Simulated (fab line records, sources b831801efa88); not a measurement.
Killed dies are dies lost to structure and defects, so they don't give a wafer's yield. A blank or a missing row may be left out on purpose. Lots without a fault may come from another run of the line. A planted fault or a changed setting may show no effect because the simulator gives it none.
fab line records | flow gf180mcu
record lots=5 wafers=15 last_day=34
route steps=602 shown HV_LDD@234 NSD@235 PSD@248
lots that met no fault: from a run of the same line without faults
start_h: hours from the record's first day to the start of the lot's first wafer shown | wait_h: hours since the lot's step before | " the same as in the row above | L1.1+2: a row that stands for several wafers | - no value, or no start given | * or withheld: withheld | < > ~ a bound
route shown NAME@n: a module of which the file shows steps, and the number in the route of the first | usual: mean/standard deviation of fault-free wafers | same: alike in all rows | chamber/n: place in a boat | sites: the reading at each site | _std_site: their standard deviation | _edge_site: outer sites' mean less inner sites' | radius_mm: how far each site lies from the wafer's centre | mask NAME#n: copy n | behind: the tool/chamber that last shaped the wafer | hold: why the lot was held/for how many hours/how that ended | device: the transistor (n, p or np) that didn't switch | end of line: the same wafers' tests at the end of the route | a step without rows: its recipe alone | killed: dies lost to structure and defects at the first sort, not the wafer's yield | map: a wafer's dies, x killed, . not, _ none there
set.NAME: the setting as run; set.NAME@STEP: as run at that earlier step | model.NAME: the simulator's own value behind a step, which no gauge read
lots at some steps of the route; a table a step, a row a wafer
services: from which hour (start_h, from the record's first day; less than 0 if before it) a tool's chamber was out of use, for how many hours, and why
## steps
# step GF_HV_LDD_ETCHBACK_58
# recipe chemistry=CH3F/O2 target=Si3N4 stop_on=SiO2 source_w=400 bias_w=80 pressure_mtorr=25 ch3f_flow_sccm=40 O2_flow_sccm=30 time_s=100 target_depth_a=900
# usual drypump_motor_current_A=5.5/0.46 oes_product_au=0.842/0.0059 throttle_valve_pct=10.561/0.0095
# columns lot.wafer tool chamber start_h wait_h drypump_motor_current_A oes_product_au rf_hours_counter_h throttle_valve_pct
L744.2 rie_diel-01 1 334.06 0.0 5.4 0.836 45 10.555
L744.3 " 3 " " 5.3 0.843 12 10.555
L744.5 " 3 " " 5.3 0.839 - 10.563
L745.1 rie_diel-01 3 353.66 0.1 5.3 0.848 13 10.574
L745.4 " 1 " " 5.4 0.845 46 10.548
L745.5 " 3 " " 5.3 0.839 - 10.587
L754.1 rie_diel-02 0 418.27 0.1 5.2 0.842 8 10.552
L754.2 " 1 " " 4.7 0.848 48 10.558
L754.6 " 3 " " 5.4 0.844 - 10.574
L759.1 rie_diel-03 3 451.39 0.1 6.5 0.842 7 10.551
L759.4 " 2 " " 6.4 0.850 3 10.580
L759.6 " 2 " " 6.4 0.849 - 10.569
L760.1 rie_diel-02 1 461.18 0.1 4.7 0.836 49 10.571
L760.2 " 0 " " 5.3 0.840 9 10.571
L760.4 " 2 " " 6.2 0.848 16 10.575
# step GF_NSD_DEHYDRATE_00
# recipe temp_c=200 time_s=60
# step GF_NSD_HMDS_01
# recipe prime_time_s=60 prime_temp_c=120
# step GF_NSD_COAT_02
# recipe resist=NOVOLAK spin_rpm=3000 resist_thk_nm=1000
# step GF_NSD_SOFTBAKE_03
# recipe temp_c=90 time_s=60 resist=NOVOLAK
# step GF_NSD_EXPOSE_04
# recipe mask_id=Nplus target_cd_nm=400 na=0.6 source_shape=conventional sigma_outer=0.6 dose_mj=140
# step GF_NSD_PEB_05
# recipe temp_c=withheld time_s=* resist=NOVOLAK
# step GF_NSD_DEVELOP_06
# recipe develop_time_s=60 dev_temp_c=23
# step GF_NSD_CD_MEAS_07
# recipe target_cd_nm=400
# usual cd_nm=399.5/2.1
# columns lot.wafer tool chamber start_h wait_h cd_nm
L744.2 cd_sem-01 - 355.45 0.1 398.4
L744.3 " - " " 400.8
L744.5 " - " " 400.3
L745.1 cd_sem-02 - 376.03 0.1 396.9
L745.4 " - " " 400.0
L745.5 " - " " 400.1
L754.1 cd_sem-02 - 441.64 0.1 400.6
L754.2 " - " " 400.6
L754.6 " - " " 400.5
L759.1 cd_sem-02 - 475.14 0.1 395.6
L759.4 " - " " 396.0
L759.6 " - " " 396.5
L760.1 cd_sem-01 - 484.12 0.1 401.6
L760.2 " - " " 400.6
L760.4 " - " " 401.5
# step GF_NSD_OVL_MEAS_08
# usual NSD_OVL=-0.2/1.4
# columns lot.wafer tool chamber start_h wait_h NSD_OVL[nm]
L744.2 overlay-02 - 355.55 0.1 0.0
L744.3 " - " " -1.1
L744.5 " - " " 0.0
L745.1 overlay-02 - 376.15 0.1 -2.4
L745.4 " - " " -0.8
L745.5 " - " " -1.3
L754.1 overlay-01 - 441.76 0.1 0.5
L754.2 " - " " -0.7
L754.6 " - " " 0.4
L759.1 overlay-02 - 475.26 0.1 2.1
L759.4 " - " " 2.8
L759.6 " - " " 1.2
L760.1 overlay-02 - 484.24 0.1 0.0
L760.2 " - " " -0.5
L760.4 " - " " 1.5
# step GF_NSD_IMPLANT_09
# recipe species=As energy_kev=60 dose_cm2=4e+15 tilt_deg=7
# step GF_NSD_IMPLANT_10
# recipe species=P energy_kev=40 dose_cm2=5e+14 tilt_deg=7
# step GF_NSD_STRIP_11
# recipe chemistry=O2/N2 power_w=1400 pressure_mtorr=1500 platen_temp_c=250 o2_flow_sccm=3000 n2_flow_sccm=300 overash_fraction=0.5
# usual drypump_motor_current_A=5.5/0.57 heater_power_w=330/22 oes_product_au=0.487/0.0048 strip_time_to_endpoint_s=22.96/0.032
# same overash_fraction=0.5
# columns lot.wafer tool chamber start_h wait_h drypump_motor_current_A heater_power_w oes_product_au rf_hours_counter_h strip_time_to_endpoint_s model.NOVOLAK_of_NSD_COAT_02.thk_nm
L744.2 plasma_asher-01 1 355.88 0.1 6.1 345 0.494 25 22.99 0
L744.3 " 0 " " 4.9 343 0.488 - 22.96 0
L744.5 " 1 " " 6.1 358 0.488 - 22.96 0
L745.1 plasma_asher-02 0 376.48 0.1 5.7 332 0.576 72 - 149.2
L745.4 " 0 " " 5.6 343 0.572 - - 149.8
L745.5 " 1 " " 5.1 315 0.570 - - 149.1
L754.1 plasma_asher-02 0 442.09 0.1 5.6 329 0.477 2 22.96 0
L754.2 " 1 " " 5.1 308 0.480 2 22.98 0
L754.6 " 1 " " 5.1 307 0.484 - 23.01 0
L759.1 plasma_asher-01 0 475.59 0.1 4.9 335 0.485 41 22.95 0
L759.4 " 0 " " 4.9 337 0.485 - 22.95 0
L759.6 " 1 " " 6.1 352 0.487 - 22.94 0
L760.1 plasma_asher-01 0 484.58 0.1 4.9 332 0.486 42 22.97 0
L760.2 " 1 " " 6.1 342 0.484 42 22.91 0
L760.4 " 0 " " 4.9 336 0.488 - 22.94 0
# step GF_NSD_TW_MEAS_12
# usual NSD_TW=4230/35
# columns lot.wafer tool chamber start_h wait_h NSD_TW
L744.2 film_metro-01 - 355.99 0.1 4248
L744.3 " - " " 4239
L744.5 " - " " 4256
L745.1 film_metro-03 - 376.58 0.1 4237
L745.4 " - " " 4274
L745.5 " - " " 4247
L754.1 film_metro-03 - 442.19 0.1 4227
L754.2 " - " " 4231
L754.6 " - " " 4258
L759.1 film_metro-01 - 475.69 0.1 4257
L759.4 " - " " 4249
L759.6 " - " " 4258
L760.1 film_metro-04 - 484.68 0.1 4189
L760.2 " - " " 4197
L760.4 " - " " 4205
# step GF_PSD_DEHYDRATE_00
# recipe temp_c=200 time_s=60
# step GF_PSD_HMDS_01
# recipe prime_time_s=60 prime_temp_c=120
# step GF_PSD_COAT_02
# recipe resist=NOVOLAK spin_rpm=3000 resist_thk_nm=1000
# step GF_PSD_SOFTBAKE_03
# recipe temp_c=90 time_s=60 resist=NOVOLAK
# step GF_PSD_EXPOSE_04
# recipe mask_id=Pplus target_cd_nm=400 na=0.6 source_shape=conventional sigma_outer=0.6 dose_mj=140
# step GF_PSD_PEB_05
# recipe temp_c=withheld time_s=* resist=NOVOLAK
# step GF_PSD_DEVELOP_06
# recipe develop_time_s=60 dev_temp_c=23
# step GF_PSD_CD_MEAS_07
# recipe target_cd_nm=400
# usual cd_nm=399.2/2.5
# columns lot.wafer tool chamber start_h wait_h cd_nm
L744.2 cd_sem-02 - 378.11 0.1 400.8
L744.3 " - " " 400.7
L744.5 " - " " 403.6
L745.1 cd_sem-02 - 398.79 0.1 399.5
L745.4 " - " " 399.2
L745.5 " - " " 399.9
L754.1 cd_sem-01 - 467.59 0.1 401.9
L754.2 " - " " 403.1
L754.6 " - " " 399.6
L759.1 cd_sem-01 - 499.49 0.1 398.7
L759.4 " - " " 399.8
L759.6 " - " " 401.1
L760.1 cd_sem-02 - 508.39 0.1 398.7
L760.2 " - " " 396.3
L760.4 " - " " 400.2
# step GF_PSD_OVL_MEAS_08
# usual PSD_OVL=0.7/1.5
# columns lot.wafer tool chamber start_h wait_h PSD_OVL[nm]
L744.2 overlay-01 - 378.21 0.1 -0.1
L744.3 " - " " 0.6
L744.5 " - " " 1.3
L745.1 overlay-02 - 398.91 0.1 -0.1
L745.4 " - " " -0.5
L745.5 " - " " 1.7
L754.1 overlay-02 - 467.71 0.1 2.7
L754.2 " - " " 1.5
L754.6 " - " " 1.6
L759.1 overlay-01 - 499.61 0.1 1.5
L759.4 " - " " 3.1
L759.6 " - " " 1.5
L760.1 overlay-02 - 508.51 0.1 0.4
L760.2 " - " " -1.1
L760.4 " - " " 0.0
# step GF_PSD_IMPLANT_09
# recipe species=BF2 energy_kev=40 dose_cm2=1.5e+15 tilt_deg=7
# step GF_PSD_STRIP_10
# recipe chemistry=O2/N2 power_w=1400 pressure_mtorr=1500 platen_temp_c=250 o2_flow_sccm=3000 n2_flow_sccm=300 overash_fraction=0.5
# usual drypump_motor_current_A=5.3/0.43 heater_power_w=341/33 oes_product_au=0.592/0.0043 strip_time_to_endpoint_s=16.53/0.038
# same overash_fraction=0.5
# columns lot.wafer tool chamber start_h wait_h drypump_motor_current_A heater_power_w oes_product_au rf_hours_counter_h strip_time_to_endpoint_s
L744.2 plasma_asher-04 1 378.39 0.1 6.5 332 0.591 59 16.49
L744.3 " 1 " " 6.5 344 0.589 - 16.51
L744.5 " 1 " " 6.5 331 0.592 - 16.54
L745.1 plasma_asher-02 1 399.10 0.1 5.1 308 0.611 74 18.82
L745.4 " 0 " " 5.6 340 0.613 - 18.86
L745.5 " 0 " " 5.6 339 0.610 - 18.83
L754.1 plasma_asher-03 1 467.92 0.2 5.1 393 0.597 83 16.59
L754.2 " 0 " " 5.0 334 0.594 83 16.52
L754.6 " 1 " " 5.1 396 0.592 - 16.57
L759.1 plasma_asher-02 0 499.79 0.1 5.6 326 0.591 10 16.53
L759.4 " 0 " " 5.6 327 0.593 - 16.52
L759.6 " 1 " " 5.1 311 0.591 - 16.47
L760.1 plasma_asher-02 1 508.69 0.1 5.1 303 0.586 11 16.57
L760.2 " 0 " " 5.7 337 0.586 11 16.58
L760.4 " 0 " " 5.7 339 0.601 - 16.58
# step GF_PSD_TW_MEAS_11
# usual PSD_TW=3164/26
# columns lot.wafer tool chamber start_h wait_h PSD_TW
L744.2 film_metro-03 - 378.50 0.1 3193
L744.3 " - " " 3168
L744.5 " - " " 3173
L745.1 film_metro-03 - 399.20 0.1 30
L745.4 " - " " 30
L745.5 " - " " 30
L754.1 film_metro-01 - 468.02 0.1 3174
L754.2 " - " " 3156
L754.6 " - " " 3183
L759.1 film_metro-04 - 499.89 0.1 3131
L759.4 " - " " 3133
L759.6 " - " " 3133
L760.1 film_metro-04 - 508.79 0.1 3119
L760.2 " - " " 3137
L760.4 " - " " 3147
# step GF_PSD_CLEAN_12
# recipe chemistry=SC1/SC2 mix=1:4:20 temp_c=70 time_s=150 dry=n2_spin
## services
# columns tool chamber start_h hours kind
rie_diel-02 - 331.10 28.1 pm
rie_diel-03 2 338.42 - clean
rie_diel-03 2 338.42 13.4 scheduled_down
plasma_asher-03 - 368.42 1.2 repair
rie_diel-03 0 369.14 4.1 repair
plasma_asher-04 - 372.64 3.9 repair
rie_diel-01 2 384.06 9.9 repair
rie_diel-02 1 384.31 6.2 repair
rie_diel-01 0 399.08 3.9 repair
plasma_asher-04 - 401.88 95.0 repair
plasma_asher-02 - 421.25 9.0 pm
plasma_asher-02 0 421.25 9.0 vent_cycle
plasma_asher-02 1 421.25 9.0 vent_cycle
rie_diel-01 2 423.34 1.6 repair
plasma_asher-01 - 429.26 2.1 repair
plasma_asher-02 0 430.25 - clean
plasma_asher-02 1 430.25 - clean
rie_diel-01 2 435.07 6.3 repair
plasma_asher-03 - 445.47 1.5 repair
rie_diel-02 - 454.94 0.8 repair
rie_diel-01 0 458.59 4.2 repair
rie_diel-01 - 460.74 0.3 repair
rie_diel-01 3 469.73 6.8 repair
rie_diel-02 - 485.29 8.2 repair
## key
first_sign step=GF_NSD_STRIP_11 reading=oes_product_au direction=up sigmas=18 usual=0.487 struck=0.573
effect step=GF_PSD_STRIP_10 reading=strip_time_to_endpoint_s direction=up sigmas=61 usual=* struck=*
effect step=GF_PSD_TW_MEAS_11 reading=PSD_TW direction=down sigmas=99+ usual=3164 struck=30
model_effect step=GF_NSD_STRIP_11 value=NOVOLAK_of_NSD_COAT_02.thk_nm without=0 struck=149.4
met_at GF_NSD_STRIP_11
struck_wafers L745.1,L745.4,L745.5
sort_left_out L745.1,L745.4,L745.5
tester_left_out L745
fault kind=strip_aborted tool=plasma_asher-02 chamber=- onset_h=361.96 steps=GF_NSD_STRIP_11 offset=0.39822 end_h=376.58
# tester_left_out: of these lots the tester's yield and bins aren't shown, on N5 and GAA mostly nor the transistor test; their killed dies are dies lost to structure and defects alone, not to doping, threshold or leakage, so they don't give the yield
# sort_left_out: the simulated sort isn't trusted on such a fault, so these wafers' sort isn't shown, and their yield isn't known
